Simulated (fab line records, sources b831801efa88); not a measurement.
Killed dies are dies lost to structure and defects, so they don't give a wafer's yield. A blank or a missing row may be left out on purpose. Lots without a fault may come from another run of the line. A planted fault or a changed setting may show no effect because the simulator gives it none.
A struck lot beside a sound one | flow sky130 | 24 steps out of a route of 708
Sound: wafers L833.3, L833.4, L833.5. Struck: wafer L854.1. (L854.4, L854.6 of the same lot were not struck and are left out.) The cause comes at the end.
At each step with rows: each side's tool, then ch and its chambers, then its first start. Under that, the readings that differ: sound wafers | struck wafers | difference of the means | sigmas: that difference in standard deviations of wafers without a fault.
alike: readings whose means differ by less than 2 such deviations, and words and numbers that are the same on both sides. not compared: withheld readings, readings that some wafer has no value for, bounds like >300 that may hide the same value, and numbers for which the record gives no deviation and whose values overlap.
The two part at a step that has a row with sigmas, a row that says differs or no value, or rows on one side only. Numbers that don't overlap but have no deviation are shown without sigmas and don't part them. A reading that every wafer of one side lacks parts them only if that side has two wafers or more.

SKY_VIA1_BOW_MEAS_03:
  sound on film_metro-04, day 32 16:25; struck on film_metro-02, day 39 12:07
  alike: VIA1_BOW
then, 8 steps without rows for these wafers: SKY_VIA1_DEHYDRATE_04 (time 60 s); SKY_VIA1_HMDS_05 (prime time 60 s); SKY_VIA1_COAT_06 (resist thk 60 nm); SKY_VIA1_COAT_07 (resist thk 450 nm); SKY_VIA1_SOFTBAKE_08 (time 90 s); SKY_VIA1_EXPOSE_09 (exposes mask VIM, target cd 150 nm); SKY_VIA1_PEB_10; SKY_VIA1_DEVELOP_11 (develop time 60 s).
SKY_VIA1_CD_MEAS_12: target cd 150 nm.
  sound on cd_sem-01, day 33 18:40; struck on cd_sem-02, day 40 14:22
  alike: cd_nm
SKY_VIA1_OVL_MEAS_13:
  sound on overlay-02, day 33 18:45; struck on overlay-01, day 40 14:29
  alike: VIA1_OVL
SKY_VIA1_ETCH_14: etches BARC in N2/H2, stops on SiO2, time 45.9 s, target depth 60 nm.
  sound on rie_diel-04 ch 0,3, day 33 18:47; struck on rie_diel-04 ch 3, day 40 14:31
  reading               | sound             | struck | difference | sigmas
  oes_product_au (a.u.) | 0.866 0.859 0.859 | 0.850  | -0.011     | -2
  alike: chamber_pressure_mTorr, drypump_motor_current_A, throttle_valve_pct
  not compared: rf_hours_counter_h
SKY_VIA1_ETCH_15: etches SiO2 in C4F8/O2/Ar, stops on TiN, target depth 351 nm, time 54 s.
  sound on rie_diel-04 ch 0,3, day 33 18:49; struck on rie_diel-04 ch 3, day 40 14:34
  reading                                     | sound             | struck | difference | sigmas
  oes_product_au (a.u.)                       | 0.980 0.994 0.979 | 0.780  | -0.204     | -37
  model.etch.depth_nm (nm)                    | 345 344.9 345     | 227.3  | -117.7     |
  model.VIA1.feature_depth_nm (nm)            | 345 344.9 345     | 227.3  | -117.7     |
  model.KrF-thick_of_VIA1_COAT_07.thk_nm (nm) | 320.9 322.7 320.1 | 346.7  | +25.5      |
  alike: chamber_pressure_mTorr
  not compared: rf_hours_counter_h
SKY_VIA1_STRIP_16: strips in O2/N2.
  sound on plasma_asher-02 ch 0,1, day 33 18:54; struck on plasma_asher-04 ch 0, day 40 14:37
  reading                      | sound             | struck | difference                   | sigmas
  oes_product_au (a.u.)        | 0.414 0.416 0.411 | 0.425  | +0.011                       | +2
  rf_hours_counter_h (h)       | - - -             | 52     | no value on the sound wafers |
  strip_time_to_endpoint_s (s) | 4.432 4.471 4.427 | 4.701  | +0.258                       | +14
  alike: chamber_pressure_mTorr, drypump_motor_current_A
then, 3 steps without rows for these wafers: SKY_VIA1_STRIP_17 (strips in post etch residue remover, time 1200 s); SKY_VIA1_CLEAN_18 (cleans in IPA, time 180 s); SKY_VIA1_CLEAN_19 (cleans in O3/DIW).
SKY_VIA1_SPUTTER_20: material TiN, target thk 20 nm, time 80 s.
  sound on pvd_sputter-01, day 33 19:31; struck on pvd_sputter-01, day 40 15:13
  alike: throttle_valve_pct
SKY_VIA1_CVD_21: deposits W, target thk 270 nm, time 80.902 s.
  sound on cvd_w-02 ch 0,1, day 33 19:37; struck on cvd_w-02 ch 0, day 40 15:16
  alike: chamber_pressure_Torr, heater_power_w
SKY_VIA1_CMP_24: polishes, stops on SiO2, t overpolish 15 s, target thk 0 nm.
  sound on cmp-01 ch 2,3, day 33 19:52; struck on cmp-02 ch 3, day 40 15:36
  alike: head_pressure_psi, motor_current_A, slurry_filter_dp_kPa
SKY_METAL2_SPUTTER_00: material Ti, target thk 15 nm, time 10 s.
  the record has rows for the sound wafers here (pvd_sputter-04, day 33 20:10) and none for the struck ones
SKY_METAL2_SPUTTER_01: material TiN, target thk 20 nm, time 16.7 s.
  the record has rows for the sound wafers here (pvd_sputter-04, day 33 20:11) and none for the struck ones
SKY_METAL2_SPUTTER_02: material AlCu, target thk 250 nm, time 13.3 s.
  the record has rows for the sound wafers here (pvd_sputter-04, day 33 20:13) and none for the struck ones
-- the record jumps here: 10 days lie between the struck wafers' starts before and after (it left off in module METAL2 and takes up again in module PAD_OPEN, whose first step shown is number 708 of the route) --
SKY_PAD_OPEN_PROBE_99:
  sound on prober-02, day 45 20:16; struck on prober-02, day 50 15:33
  reading                                 | sound | struck | difference | sigmas
  model.etest.nfet_g5v0d10v5.open         | 0 0 0 | 1      | +1         |
  model.etest.nfet_16v.open               | 0 0 0 | 1      | +1         |
  model.etest.res_pwell_under_gate.open   | 0 0 0 | 1      | +1         |
  model.etest.pfet_16v.under_floor        | 0 0 0 | 1      | +1         |
  model.etest.iso_pdiff_pwell.under_floor | 0 0 0 | 1      | +1         |
  model.etest.licon_ndiff.open            | 0 0 0 | 1      | +1         |
  model.etest.res_poly.open               | 0 0 0 | 1      | +1         |
  model.etest.res_pdiff_hv.open           | 0 0 0 | 1      | +1         |

WHERE THEY PART
First at SKY_VIA1_ETCH_14; last, within this record, at SKY_METAL2_SPUTTER_02.

WHY: what the simulator had put in
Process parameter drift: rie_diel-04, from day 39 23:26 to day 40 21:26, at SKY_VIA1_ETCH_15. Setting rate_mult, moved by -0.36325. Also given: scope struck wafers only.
